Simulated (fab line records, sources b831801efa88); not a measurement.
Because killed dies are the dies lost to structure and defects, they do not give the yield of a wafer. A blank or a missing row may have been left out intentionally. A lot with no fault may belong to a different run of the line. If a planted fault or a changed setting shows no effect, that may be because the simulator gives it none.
fab line records / flow gf180mcu
record lots=6 wafers=18 lastDay=33
route steps=602 shown TOP_METAL@571
lots that met no fault: from a run of the same line without faults
startH: hours from the record's opening day to when the first of the lot's shown wafers began / waitH: hours since the lot's step before / " identical to the entry in the row above / L1.1+2: several wafers, shown together as one row / - no value, or no start given / * or withheld: withheld / < > ~ a bound
route shown NAME@n: NAME is a module with steps in the file, n the number in the route of the first one / usual: average and standard deviation across the fault-free wafers / same: alike in all rows / chamber/n: place in a boat / sites: the reading at each site / _std_site: the standard deviation of these / _edge_site: mean of outer sites minus mean of inner sites / radiusMm: for every site, how far away it sits from the centre of the wafer / mask NAME#n: copy n / behind: tool/chamber where the wafer was last shaped / hold: cause of the lot's hold/its duration in hours/its outcome / device: names the non-switching transistor (n, p or np) / end of line: tests run on the same wafers once the route is complete / where a step has no rows: the recipe by itself / killed: dies lost to structure and defects at the first sort, not the wafer's yield / map: a wafer's dies, marking killed ones x, the rest . and places with no die _
set.NAME: the run value of the setting; set.NAME@STEP: its run value at that earlier step / model.NAME: the simulator's own value behind a step, which no gauge read
lots at some steps of the route; a table a step, a row a wafer
services: the hour from which a tool's chamber was out of use, counted from the record's first day as startH (under 0 if before that day), plus the number of hours and why
## steps
# step GF_TOP_METAL_SPUTTER_04
# recipe material=TiN targetThkNm=25 powerW=6500 timeS=20.8 chamberPressurePa=0.4
# usual throttleValvePct=29.7/0.87
lot.wafer=L439.2 tool=pvdSputter-04 chamber=- startH=642.02 waitH=0.0 throttleValvePct=29.1
lot.wafer=L439.3 tool=pvdSputter-04 chamber=- startH=642.02 waitH=0.0 throttleValvePct=30.2
lot.wafer=L439.4 tool=pvdSputter-04 chamber=- startH=642.02 waitH=0.0 throttleValvePct=29.3
lot.wafer=L443.2 tool=pvdSputter-03 chamber=- startH=683.54 waitH=0.0 throttleValvePct=29.8
lot.wafer=L443.3 tool=pvdSputter-03 chamber=- startH=683.54 waitH=0.0 throttleValvePct=30.5
lot.wafer=L443.6 tool=pvdSputter-03 chamber=- startH=683.54 waitH=0.0 throttleValvePct=29.6
lot.wafer=L444.1 tool=pvdSputter-03 chamber=- startH=687.19 waitH=0.0 throttleValvePct=30.4
lot.wafer=L444.2 tool=pvdSputter-03 chamber=- startH=687.19 waitH=0.0 throttleValvePct=30.3
lot.wafer=L444.6 tool=pvdSputter-03 chamber=- startH=687.19 waitH=0.0 throttleValvePct=30.5
lot.wafer=L445.3 tool=pvdSputter-01 chamber=- startH=687.44 waitH=0.0 throttleValvePct=31.2
lot.wafer=L445.5 tool=pvdSputter-01 chamber=- startH=687.44 waitH=0.0 throttleValvePct=31.2
lot.wafer=L445.6 tool=pvdSputter-01 chamber=- startH=687.44 waitH=0.0 throttleValvePct=29.3
lot.wafer=L455.2 tool=pvdSputter-03 chamber=- startH=755.12 waitH=0.0 throttleValvePct=28.8
lot.wafer=L455.3 tool=pvdSputter-03 chamber=- startH=755.12 waitH=0.0 throttleValvePct=30.6
lot.wafer=L455.4 tool=pvdSputter-03 chamber=- startH=755.12 waitH=0.0 throttleValvePct=30.0
lot.wafer=L457.3 tool=pvdSputter-04 chamber=- startH=762.68 waitH=0.0 throttleValvePct=28.7
lot.wafer=L457.4 tool=pvdSputter-04 chamber=- startH=762.68 waitH=0.0 throttleValvePct=29.3
lot.wafer=L457.5 tool=pvdSputter-04 chamber=- startH=762.68 waitH=0.0 throttleValvePct=29.9
# step GF_TOP_METAL_RS_MEAS_05
# recipe thkMeasGauge=four-point-probe reads=TiN_of_TOP_METAL_SPUTTER_04+Ti_of_TOP_METAL_SPUTTER_03+AlCu_of_TOP_METAL_SPUTTER_02+TiN_of_TOP_METAL_SPUTTER_01+Ti_of_TOP_METAL_SPUTTER_00
# usual TOP_METAL_ALCU_RS=0.0327/0.00034
lot.wafer=L439.2 tool=filmMetro-03 chamber=- startH=642.07 waitH=0.0 TOP_METAL_ALCU_RS[ohm/sq]=0.0329
lot.wafer=L439.3 tool=filmMetro-03 chamber=- startH=642.07 waitH=0.0 TOP_METAL_ALCU_RS[ohm/sq]=0.0325
lot.wafer=L439.4 tool=filmMetro-03 chamber=- startH=642.07 waitH=0.0 TOP_METAL_ALCU_RS[ohm/sq]=0.0324
lot.wafer=L443.2 tool=filmMetro-02 chamber=- startH=683.59 waitH=0.0 TOP_METAL_ALCU_RS[ohm/sq]=0.0328
lot.wafer=L443.3 tool=filmMetro-02 chamber=- startH=683.59 waitH=0.0 TOP_METAL_ALCU_RS[ohm/sq]=0.0330
lot.wafer=L443.6 tool=filmMetro-02 chamber=- startH=683.59 waitH=0.0 TOP_METAL_ALCU_RS[ohm/sq]=0.0327
lot.wafer=L444.1 tool=filmMetro-01 chamber=- startH=687.22 waitH=0.0 TOP_METAL_ALCU_RS[ohm/sq]=0.0330
lot.wafer=L444.2 tool=filmMetro-01 chamber=- startH=687.22 waitH=0.0 TOP_METAL_ALCU_RS[ohm/sq]=0.0329
lot.wafer=L444.6 tool=filmMetro-01 chamber=- startH=687.22 waitH=0.0 TOP_METAL_ALCU_RS[ohm/sq]=0.0328
lot.wafer=L445.3 tool=filmMetro-02 chamber=- startH=687.51 waitH=0.1 TOP_METAL_ALCU_RS[ohm/sq]=0.0331
lot.wafer=L445.5 tool=filmMetro-02 chamber=- startH=687.51 waitH=0.1 TOP_METAL_ALCU_RS[ohm/sq]=0.0331
lot.wafer=L445.6 tool=filmMetro-02 chamber=- startH=687.51 waitH=0.1 TOP_METAL_ALCU_RS[ohm/sq]=0.0329
lot.wafer=L455.2 tool=filmMetro-01 chamber=- startH=755.17 waitH=0.0 TOP_METAL_ALCU_RS[ohm/sq]=0.0324
lot.wafer=L455.3 tool=filmMetro-01 chamber=- startH=755.17 waitH=0.0 TOP_METAL_ALCU_RS[ohm/sq]=0.0327
lot.wafer=L455.4 tool=filmMetro-01 chamber=- startH=755.17 waitH=0.0 TOP_METAL_ALCU_RS[ohm/sq]=0.0324
lot.wafer=L457.3 tool=filmMetro-03 chamber=- startH=762.74 waitH=0.1 TOP_METAL_ALCU_RS[ohm/sq]=0.0334
lot.wafer=L457.4 tool=filmMetro-03 chamber=- startH=762.74 waitH=0.1 TOP_METAL_ALCU_RS[ohm/sq]=0.0329
lot.wafer=L457.5 tool=filmMetro-03 chamber=- startH=762.74 waitH=0.1 TOP_METAL_ALCU_RS[ohm/sq]=0.0329
# step GF_TOP_METAL_THK_MEAS_06
# recipe thkMeasGauge=xrf reads=AlCu_of_TOP_METAL_SPUTTER_02
# usual TOP_METAL_ALCU_THK=905/14
lot.wafer=L439.2 tool=filmMetro-03 chamber=- startH=642.18 waitH=0.1 TOP_METAL_ALCU_THK[nm]=893
lot.wafer=L439.3 tool=filmMetro-03 chamber=- startH=642.18 waitH=0.1 TOP_METAL_ALCU_THK[nm]=906
lot.wafer=L439.4 tool=filmMetro-03 chamber=- startH=642.18 waitH=0.1 TOP_METAL_ALCU_THK[nm]=907
lot.wafer=L443.2 tool=filmMetro-02 chamber=- startH=683.70 waitH=0.1 TOP_METAL_ALCU_THK[nm]=911
lot.wafer=L443.3 tool=filmMetro-02 chamber=- startH=683.70 waitH=0.1 TOP_METAL_ALCU_THK[nm]=909
lot.wafer=L443.6 tool=filmMetro-02 chamber=- startH=683.70 waitH=0.1 TOP_METAL_ALCU_THK[nm]=918
lot.wafer=L444.1 tool=filmMetro-01 chamber=- startH=687.34 waitH=0.1 TOP_METAL_ALCU_THK[nm]=885
lot.wafer=L444.2 tool=filmMetro-01 chamber=- startH=687.34 waitH=0.1 TOP_METAL_ALCU_THK[nm]=889
lot.wafer=L444.6 tool=filmMetro-01 chamber=- startH=687.34 waitH=0.1 TOP_METAL_ALCU_THK[nm]=886
lot.wafer=L445.3 tool=filmMetro-02 chamber=- startH=687.61 waitH=0.1 TOP_METAL_ALCU_THK[nm]=904
lot.wafer=L445.5 tool=filmMetro-02 chamber=- startH=687.61 waitH=0.1 TOP_METAL_ALCU_THK[nm]=899
lot.wafer=L445.6 tool=filmMetro-02 chamber=- startH=687.61 waitH=0.1 TOP_METAL_ALCU_THK[nm]=905
lot.wafer=L455.2 tool=filmMetro-01 chamber=- startH=755.28 waitH=0.1 TOP_METAL_ALCU_THK[nm]=906
lot.wafer=L455.3 tool=filmMetro-01 chamber=- startH=755.28 waitH=0.1 TOP_METAL_ALCU_THK[nm]=900
lot.wafer=L455.4 tool=filmMetro-01 chamber=- startH=755.28 waitH=0.1 TOP_METAL_ALCU_THK[nm]=908
lot.wafer=L457.3 tool=filmMetro-03 chamber=- startH=762.84 waitH=0.1 TOP_METAL_ALCU_THK[nm]=884
lot.wafer=L457.4 tool=filmMetro-03 chamber=- startH=762.84 waitH=0.1 TOP_METAL_ALCU_THK[nm]=896
lot.wafer=L457.5 tool=filmMetro-03 chamber=- startH=762.84 waitH=0.1 TOP_METAL_ALCU_THK[nm]=893
# step GF_TOP_METAL_DEHYDRATE_07
# recipe tempC=200 timeS=60
# step GF_TOP_METAL_HMDS_08
# recipe primeTimeS=60 primeTempC=120
# step GF_TOP_METAL_COAT_09
# recipe resist=NOVOLAK spinRpm=3000 resistThkNm=1500
# step GF_TOP_METAL_SOFTBAKE_10
# recipe tempC=90 timeS=60 resist=NOVOLAK
# step GF_TOP_METAL_EXPOSE_11
# recipe maskId=MetalTop targetCdNm=440 na=0.6 sourceShape=conventional sigmaOuter=0.6 doseMj=170
# step GF_TOP_METAL_PEB_12
# recipe tempC=withheld timeS=* resist=NOVOLAK
# step GF_TOP_METAL_DEVELOP_13
# recipe developTimeS=60 devTempC=23
# step GF_TOP_METAL_CD_MEAS_14
# recipe targetCdNm=440
# usual cdNm=440.0/2
lot.wafer=L439.2 tool=cdSem-01 chamber=- startH=661.81 waitH=0.1 cdNm=438.4
lot.wafer=L439.3 tool=cdSem-01 chamber=- startH=661.81 waitH=0.1 cdNm=440.6
lot.wafer=L439.4 tool=cdSem-01 chamber=- startH=661.81 waitH=0.1 cdNm=436.1
lot.wafer=L443.2 tool=cdSem-02 chamber=- startH=703.11 waitH=0.1 cdNm=439.3
lot.wafer=L443.3 tool=cdSem-02 chamber=- startH=703.11 waitH=0.1 cdNm=437.1
lot.wafer=L443.6 tool=cdSem-02 chamber=- startH=703.11 waitH=0.1 cdNm=437.3
lot.wafer=L444.1 tool=cdSem-02 chamber=- startH=705.00 waitH=0.1 cdNm=438.6
lot.wafer=L444.2 tool=cdSem-02 chamber=- startH=705.00 waitH=0.1 cdNm=439.7
lot.wafer=L444.6 tool=cdSem-02 chamber=- startH=705.00 waitH=0.1 cdNm=441.5
lot.wafer=L445.3 tool=cdSem-01 chamber=- startH=706.28 waitH=0.1 cdNm=439.8
lot.wafer=L445.5 tool=cdSem-01 chamber=- startH=706.28 waitH=0.1 cdNm=440.6
lot.wafer=L445.6 tool=cdSem-01 chamber=- startH=706.28 waitH=0.1 cdNm=441.6
lot.wafer=L455.2 tool=cdSem-02 chamber=- startH=770.72 waitH=0.1 cdNm=435.9
lot.wafer=L455.3 tool=cdSem-02 chamber=- startH=770.72 waitH=0.1 cdNm=436.0
lot.wafer=L455.4 tool=cdSem-02 chamber=- startH=770.72 waitH=0.1 cdNm=436.0
lot.wafer=L457.3 tool=cdSem-02 chamber=- startH=778.18 waitH=0.1 cdNm=438.5
lot.wafer=L457.4 tool=cdSem-02 chamber=- startH=778.18 waitH=0.1 cdNm=439.7
lot.wafer=L457.5 tool=cdSem-02 chamber=- startH=778.18 waitH=0.1 cdNm=439.8
# step GF_TOP_METAL_OVL_MEAS_15
# usual TOP_METAL_OVL=0.0/1.3
lot.wafer=L439.2 tool=overlay-01 chamber=- startH=661.92 waitH=0.1 TOP_METAL_OVL[nm]=0.6
lot.wafer=L439.3 tool=overlay-01 chamber=- startH=661.92 waitH=0.1 TOP_METAL_OVL[nm]=0.5
lot.wafer=L439.4 tool=overlay-01 chamber=- startH=661.92 waitH=0.1 TOP_METAL_OVL[nm]=1.6
lot.wafer=L443.2 tool=overlay-01 chamber=- startH=703.22 waitH=0.1 TOP_METAL_OVL[nm]=-1.0
lot.wafer=L443.3 tool=overlay-01 chamber=- startH=703.22 waitH=0.1 TOP_METAL_OVL[nm]=0.0
lot.wafer=L443.6 tool=overlay-01 chamber=- startH=703.22 waitH=0.1 TOP_METAL_OVL[nm]=-0.6
lot.wafer=L444.1 tool=overlay-01 chamber=- startH=705.12 waitH=0.1 TOP_METAL_OVL[nm]=1.6
lot.wafer=L444.2 tool=overlay-01 chamber=- startH=705.12 waitH=0.1 TOP_METAL_OVL[nm]=0.5
lot.wafer=L444.6 tool=overlay-01 chamber=- startH=705.12 waitH=0.1 TOP_METAL_OVL[nm]=0.4
lot.wafer=L445.3 tool=overlay-02 chamber=- startH=706.37 waitH=0.1 TOP_METAL_OVL[nm]=0.7
lot.wafer=L445.5 tool=overlay-02 chamber=- startH=706.37 waitH=0.1 TOP_METAL_OVL[nm]=0.2
lot.wafer=L445.6 tool=overlay-02 chamber=- startH=706.37 waitH=0.1 TOP_METAL_OVL[nm]=0.8
lot.wafer=L455.2 tool=overlay-01 chamber=- startH=770.83 waitH=0.1 TOP_METAL_OVL[nm]=0.0
lot.wafer=L455.3 tool=overlay-01 chamber=- startH=770.83 waitH=0.1 TOP_METAL_OVL[nm]=0.0
lot.wafer=L455.4 tool=overlay-01 chamber=- startH=770.83 waitH=0.1 TOP_METAL_OVL[nm]=-0.3
lot.wafer=L457.3 tool=overlay-01 chamber=- startH=778.27 waitH=0.1 TOP_METAL_OVL[nm]=-1.2
lot.wafer=L457.4 tool=overlay-01 chamber=- startH=778.27 waitH=0.1 TOP_METAL_OVL[nm]=-1.0
lot.wafer=L457.5 tool=overlay-01 chamber=- startH=778.27 waitH=0.1 TOP_METAL_OVL[nm]=-0.2
# step GF_TOP_METAL_METAL_ETCH_16
# recipe chemistry=Cl2/BCl3 maskMaterial=NOVOLAK targetDepthNm=1077.5 stopOn=SiO2 pressureMtorr=8 icpW=800 biasW=140 Cl2_flow_sccm=80 bcl3FlowSccm=40 timeS=179.6
# usual drypumpMotorCurrentA=5.7/0.48 oesProductAu=0.967/0.0063 rfFwdPowerW=796.8/2.3 throttleValvePct=28.257/0.011
lot.wafer=L439.2 tool=rieMetal-02 chamber=0 startH=661.95 waitH=0.0 drypumpMotorCurrentA=5.4 oesProductAu=0.960 rfFwdPowerW=796.8 rfHoursCounterH=3.6 throttleValvePct=28.259 model.etch.depthNm=1019 model.TOP_METAL.featureDepthNm=1019 model.NOVOLAK_of_TOP_METAL_COAT_09.thkNm=1061
lot.wafer=L439.3 tool=rieMetal-02 chamber=1 startH=661.95 waitH=0.0 drypumpMotorCurrentA=6.3 oesProductAu=0.964 rfFwdPowerW=796.3 rfHoursCounterH=- throttleValvePct=28.246 model.etch.depthNm=1029 model.TOP_METAL.featureDepthNm=1029 model.NOVOLAK_of_TOP_METAL_COAT_09.thkNm=1069
lot.wafer=L439.4 tool=rieMetal-02 chamber=0 startH=661.95 waitH=0.0 drypumpMotorCurrentA=5.4 oesProductAu=0.972 rfFwdPowerW=796.0 rfHoursCounterH=- throttleValvePct=28.252 model.etch.depthNm=1033 model.TOP_METAL.featureDepthNm=1033 model.NOVOLAK_of_TOP_METAL_COAT_09.thkNm=1060
lot.wafer=L443.2 tool=rieMetal-03 chamber=0 startH=703.31 waitH=0.1 drypumpMotorCurrentA=6.0 oesProductAu=0.965 rfFwdPowerW=793.4 rfHoursCounterH=- throttleValvePct=28.268 model.etch.depthNm=1020 model.TOP_METAL.featureDepthNm=1020 model.NOVOLAK_of_TOP_METAL_COAT_09.thkNm=1083
lot.wafer=L443.3 tool=rieMetal-03 chamber=0 startH=703.31 waitH=0.1 drypumpMotorCurrentA=6.1 oesProductAu=0.959 rfFwdPowerW=795.7 rfHoursCounterH=- throttleValvePct=28.257 model.etch.depthNm=1016 model.TOP_METAL.featureDepthNm=1016 model.NOVOLAK_of_TOP_METAL_COAT_09.thkNm=1087
lot.wafer=L443.6 tool=rieMetal-03 chamber=0 startH=703.31 waitH=0.1 drypumpMotorCurrentA=6.0 oesProductAu=0.965 rfFwdPowerW=794.4 rfHoursCounterH=- throttleValvePct=28.253 model.etch.depthNm=1024 model.TOP_METAL.featureDepthNm=1024 model.NOVOLAK_of_TOP_METAL_COAT_09.thkNm=1081
lot.wafer=L444.1 tool=rieMetal-03 chamber=0 startH=705.15 waitH=0.0 drypumpMotorCurrentA=6.1 oesProductAu=0.956 rfFwdPowerW=795.9 rfHoursCounterH=6.0 throttleValvePct=28.274 model.etch.depthNm=1017 model.TOP_METAL.featureDepthNm=1017 model.NOVOLAK_of_TOP_METAL_COAT_09.thkNm=1081
lot.wafer=L444.2 tool=rieMetal-03 chamber=0 startH=705.15 waitH=0.0 drypumpMotorCurrentA=6.2 oesProductAu=0.972 rfFwdPowerW=796.8 rfHoursCounterH=- throttleValvePct=28.264 model.etch.depthNm=1021 model.TOP_METAL.featureDepthNm=1021 model.NOVOLAK_of_TOP_METAL_COAT_09.thkNm=1080
lot.wafer=L444.6 tool=rieMetal-03 chamber=0 startH=705.15 waitH=0.0 drypumpMotorCurrentA=6.1 oesProductAu=0.966 rfFwdPowerW=795.0 rfHoursCounterH=- throttleValvePct=28.253 model.etch.depthNm=1021 model.TOP_METAL.featureDepthNm=1021 model.NOVOLAK_of_TOP_METAL_COAT_09.thkNm=1081
lot.wafer=L445.3 tool=rieMetal-02 chamber=0 startH=706.46 waitH=0.1 drypumpMotorCurrentA=5.4 oesProductAu=0.964 rfFwdPowerW=798.8 rfHoursCounterH=- throttleValvePct=28.271 model.etch.depthNm=1012 model.TOP_METAL.featureDepthNm=1012 model.NOVOLAK_of_TOP_METAL_COAT_09.thkNm=1060
lot.wafer=L445.5 tool=rieMetal-02 chamber=1 startH=706.46 waitH=0.1 drypumpMotorCurrentA=6.3 oesProductAu=0.964 rfFwdPowerW=797.3 rfHoursCounterH=- throttleValvePct=28.273 model.etch.depthNm=1013 model.TOP_METAL.featureDepthNm=1013 model.NOVOLAK_of_TOP_METAL_COAT_09.thkNm=1073
lot.wafer=L445.6 tool=rieMetal-02 chamber=0 startH=706.46 waitH=0.1 drypumpMotorCurrentA=5.4 oesProductAu=0.958 rfFwdPowerW=797.8 rfHoursCounterH=- throttleValvePct=28.261 model.etch.depthNm=1017 model.TOP_METAL.featureDepthNm=1017 model.NOVOLAK_of_TOP_METAL_COAT_09.thkNm=1062
lot.wafer=L455.2 tool=rieMetal-02 chamber=0 startH=770.86 waitH=0.0 drypumpMotorCurrentA=5.4 oesProductAu=0.922 rfFwdPowerW=671.4 rfHoursCounterH=8.3 throttleValvePct=28.294 model.etch.depthNm=939.9 model.TOP_METAL.featureDepthNm=939.9 model.NOVOLAK_of_TOP_METAL_COAT_09.thkNm=1123
lot.wafer=L455.3 tool=rieMetal-02 chamber=0 startH=770.86 waitH=0.0 drypumpMotorCurrentA=5.4 oesProductAu=0.920 rfFwdPowerW=671.7 rfHoursCounterH=- throttleValvePct=28.320 model.etch.depthNm=935.4 model.TOP_METAL.featureDepthNm=935.4 model.NOVOLAK_of_TOP_METAL_COAT_09.thkNm=1123
lot.wafer=L455.4 tool=rieMetal-02 chamber=1 startH=770.86 waitH=0.0 drypumpMotorCurrentA=6.3 oesProductAu=0.906 rfFwdPowerW=668.2 rfHoursCounterH=- throttleValvePct=28.327 model.etch.depthNm=906.5 model.TOP_METAL.featureDepthNm=906.5 model.NOVOLAK_of_TOP_METAL_COAT_09.thkNm=1138
lot.wafer=L457.3 tool=rieMetal-02 chamber=0 startH=778.36 waitH=0.1 drypumpMotorCurrentA=5.4 oesProductAu=0.922 rfFwdPowerW=670.1 rfHoursCounterH=- throttleValvePct=28.296 model.etch.depthNm=935.5 model.TOP_METAL.featureDepthNm=935.5 model.NOVOLAK_of_TOP_METAL_COAT_09.thkNm=1123
lot.wafer=L457.4 tool=rieMetal-02 chamber=1 startH=778.36 waitH=0.1 drypumpMotorCurrentA=6.2 oesProductAu=0.893 rfFwdPowerW=672.2 rfHoursCounterH=- throttleValvePct=28.346 model.etch.depthNm=899 model.TOP_METAL.featureDepthNm=899 model.NOVOLAK_of_TOP_METAL_COAT_09.thkNm=1136
lot.wafer=L457.5 tool=rieMetal-02 chamber=1 startH=778.36 waitH=0.1 drypumpMotorCurrentA=6.3 oesProductAu=0.904 rfFwdPowerW=676.3 rfHoursCounterH=- throttleValvePct=28.325 model.etch.depthNm=903.8 model.TOP_METAL.featureDepthNm=903.8 model.NOVOLAK_of_TOP_METAL_COAT_09.thkNm=1137
# step GF_TOP_METAL_STRIP_17
# recipe chemistry=O2/N2 powerW=1400 pressureMtorr=1500 platenTempC=250 o2FlowSccm=3000 n2FlowSccm=300 overashFraction=0.5
# usual drypumpMotorCurrentA=5.6/0.43 heaterPowerW=339/61 oesProductAu=0.710/0.0045 stripTimeToEndpointS=13.45/0.085
lot.wafer=L439.2 tool=plasmaAsher-01 chamber=1 startH=662.12 waitH=0.1 drypumpMotorCurrentA=5.6 heaterPowerW=307 oesProductAu=0.705 rfHoursCounterH=111 stripTimeToEndpointS=13.34
lot.wafer=L439.3 tool=plasmaAsher-01 chamber=0 startH=662.12 waitH=0.1 drypumpMotorCurrentA=5.7 heaterPowerW=339 oesProductAu=0.714 rfHoursCounterH=- stripTimeToEndpointS=13.45
lot.wafer=L439.4 tool=plasmaAsher-01 chamber=1 startH=662.12 waitH=0.1 drypumpMotorCurrentA=5.6 heaterPowerW=303 oesProductAu=0.709 rfHoursCounterH=- stripTimeToEndpointS=13.33
lot.wafer=L443.2 tool=plasmaAsher-03 chamber=0 startH=703.60 waitH=0.2 drypumpMotorCurrentA=5.6 heaterPowerW=278 oesProductAu=0.708 rfHoursCounterH=29 stripTimeToEndpointS=13.61
lot.wafer=L443.3 tool=plasmaAsher-03 chamber=0 startH=703.60 waitH=0.2 drypumpMotorCurrentA=5.6 heaterPowerW=275 oesProductAu=0.710 rfHoursCounterH=- stripTimeToEndpointS=13.65
lot.wafer=L443.6 tool=plasmaAsher-03 chamber=1 startH=703.60 waitH=0.2 drypumpMotorCurrentA=5.0 heaterPowerW=449 oesProductAu=0.713 rfHoursCounterH=- stripTimeToEndpointS=13.57
lot.wafer=L444.1 tool=plasmaAsher-02 chamber=1 startH=705.50 waitH=0.3 drypumpMotorCurrentA=5.2 heaterPowerW=388 oesProductAu=0.711 rfHoursCounterH=60 stripTimeToEndpointS=13.58
lot.wafer=L444.2 tool=plasmaAsher-02 chamber=0 startH=705.50 waitH=0.3 drypumpMotorCurrentA=6.2 heaterPowerW=272 oesProductAu=0.713 rfHoursCounterH=60 stripTimeToEndpointS=13.58
lot.wafer=L444.6 tool=plasmaAsher-02 chamber=0 startH=705.50 waitH=0.3 drypumpMotorCurrentA=6.2 heaterPowerW=286 oesProductAu=0.705 rfHoursCounterH=- stripTimeToEndpointS=13.58
lot.wafer=L445.3 tool=plasmaAsher-01 chamber=0 startH=706.61 waitH=0.1 drypumpMotorCurrentA=5.7 heaterPowerW=334 oesProductAu=0.707 rfHoursCounterH=- stripTimeToEndpointS=13.34
lot.wafer=L445.5 tool=plasmaAsher-01 chamber=1 startH=706.61 waitH=0.1 drypumpMotorCurrentA=5.5 heaterPowerW=309 oesProductAu=0.717 rfHoursCounterH=- stripTimeToEndpointS=13.49
lot.wafer=L445.6 tool=plasmaAsher-01 chamber=0 startH=706.61 waitH=0.1 drypumpMotorCurrentA=5.7 heaterPowerW=337 oesProductAu=0.719 rfHoursCounterH=- stripTimeToEndpointS=13.37
lot.wafer=L455.2 tool=plasmaAsher-02 chamber=1 startH=771.03 waitH=0.1 drypumpMotorCurrentA=5.2 heaterPowerW=390 oesProductAu=0.701 rfHoursCounterH=67 stripTimeToEndpointS=14.08
lot.wafer=L455.3 tool=plasmaAsher-02 chamber=0 startH=771.03 waitH=0.1 drypumpMotorCurrentA=6.3 heaterPowerW=286 oesProductAu=0.713 rfHoursCounterH=- stripTimeToEndpointS=14.07
lot.wafer=L455.4 tool=plasmaAsher-02 chamber=1 startH=771.03 waitH=0.1 drypumpMotorCurrentA=5.2 heaterPowerW=383 oesProductAu=0.711 rfHoursCounterH=- stripTimeToEndpointS=14.26
lot.wafer=L457.3 tool=plasmaAsher-03 chamber=0 startH=778.51 waitH=0.1 drypumpMotorCurrentA=5.6 heaterPowerW=284 oesProductAu=0.710 rfHoursCounterH=- stripTimeToEndpointS=14.09
lot.wafer=L457.4 tool=plasmaAsher-03 chamber=1 startH=778.51 waitH=0.1 drypumpMotorCurrentA=4.9 heaterPowerW=448 oesProductAu=0.711 rfHoursCounterH=- stripTimeToEndpointS=14.23
lot.wafer=L457.5 tool=plasmaAsher-03 chamber=1 startH=778.51 waitH=0.1 drypumpMotorCurrentA=4.9 heaterPowerW=449 oesProductAu=0.712 rfHoursCounterH=- stripTimeToEndpointS=14.25
# step GF_TOP_METAL_STRIP_18
# recipe chemistry=postEtchResidueRemover timeS=1200 tempC=72.5
## services
tool=plasmaAsher-02 chamber=- startH=627.27 hours=12.7 kind=repair
tool=pvdSputter-03 chamber=- startH=638.29 hours=14.1 kind=repair
tool=plasmaAsher-01 chamber=- startH=639.63 hours=2.8 kind=pm
tool=pvdSputter-04 chamber=3 startH=652.03 hours=- kind=consumableReplace:kit
tool=pvdSputter-04 chamber=3 startH=652.03 hours=18.0 kind=scheduledDown
tool=pvdSputter-04 chamber=3 startH=652.03 hours=18.0 kind=ventCycle
tool=plasmaAsher-01 chamber=- startH=659.72 hours=0.5 kind=repair
tool=pvdSputter-03 chamber=0 startH=679.27 hours=- kind=consumableReplace:kit
tool=pvdSputter-03 chamber=0 startH=679.27 hours=18.0 kind=scheduledDown
tool=pvdSputter-03 chamber=0 startH=679.27 hours=18.0 kind=ventCycle
tool=rieMetal-03 chamber=1 startH=693.81 hours=- kind=clean
tool=rieMetal-03 chamber=1 startH=693.81 hours=19.1 kind=scheduledDown
tool=rieMetal-03 chamber=1 startH=693.81 hours=19.1 kind=ventCycle
tool=plasmaAsher-02 chamber=- startH=720.32 hours=0.4 kind=repair
tool=pvdSputter-04 chamber=- startH=725.21 hours=2.5 kind=repair
tool=rieMetal-03 chamber=0 startH=726.80 hours=6.0 kind=repair
tool=pvdSputter-04 chamber=2 startH=730.47 hours=- kind=consumableReplace:kit
tool=pvdSputter-04 chamber=2 startH=730.47 hours=18.0 kind=scheduledDown
tool=plasmaAsher-01 chamber=- startH=733.75 hours=9.0 kind=pm
tool=rieMetal-02 chamber=- startH=734.11 hours=1.4 kind=pm
tool=rieMetal-03 chamber=- startH=735.32 hours=2.8 kind=pm
tool=pvdSputter-03 chamber=3 startH=764.59 hours=- kind=consumableReplace:kit
tool=pvdSputter-03 chamber=3 startH=764.59 hours=18.0 kind=scheduledDown
tool=pvdSputter-03 chamber=3 startH=764.59 hours=18.0 kind=ventCycle
## key
firstSign step=GF_TOP_METAL_METAL_ETCH_16 reading=rfFwdPowerW direction=down sigmas=54 usual=796.8 struck=671.7
effect step=GF_TOP_METAL_METAL_ETCH_16 reading=oesProductAu direction=down sigmas=8.9 usual=0.967 struck=0.911
effect step=GF_TOP_METAL_STRIP_17 reading=stripTimeToEndpointS direction=up sigmas=8.4 usual=* struck=*
modelEffect step=GF_TOP_METAL_METAL_ETCH_16 value=etch.depthNm without=1023 struck=920
modelEffect step=GF_PASSIVATION_PROBE_99 value=etest.contactToGate.short without=0 struck=1
metAt GF_TOP_METAL_METAL_ETCH_16
struckWafers L455.2,L455.3,L455.4,L457.3,L457.4,L457.5
sortLeftOut L455.2,L455.3,L455.4,L457.3,L457.4,L457.5
onsetBetween 706.46 770.86
fault kind=processParameterDrift tool=rieMetal-02 chamber=- onsetH=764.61 steps=GF_TOP_METAL_METAL_ETCH_16 channel=icpW offset=-128 shape=step endH=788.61 actsIn=theseRecipesOnly stated=800
# sortLeftOut: the simulated sort isn't trusted on such a fault, so these wafers' sort isn't shown, and their yield isn't known
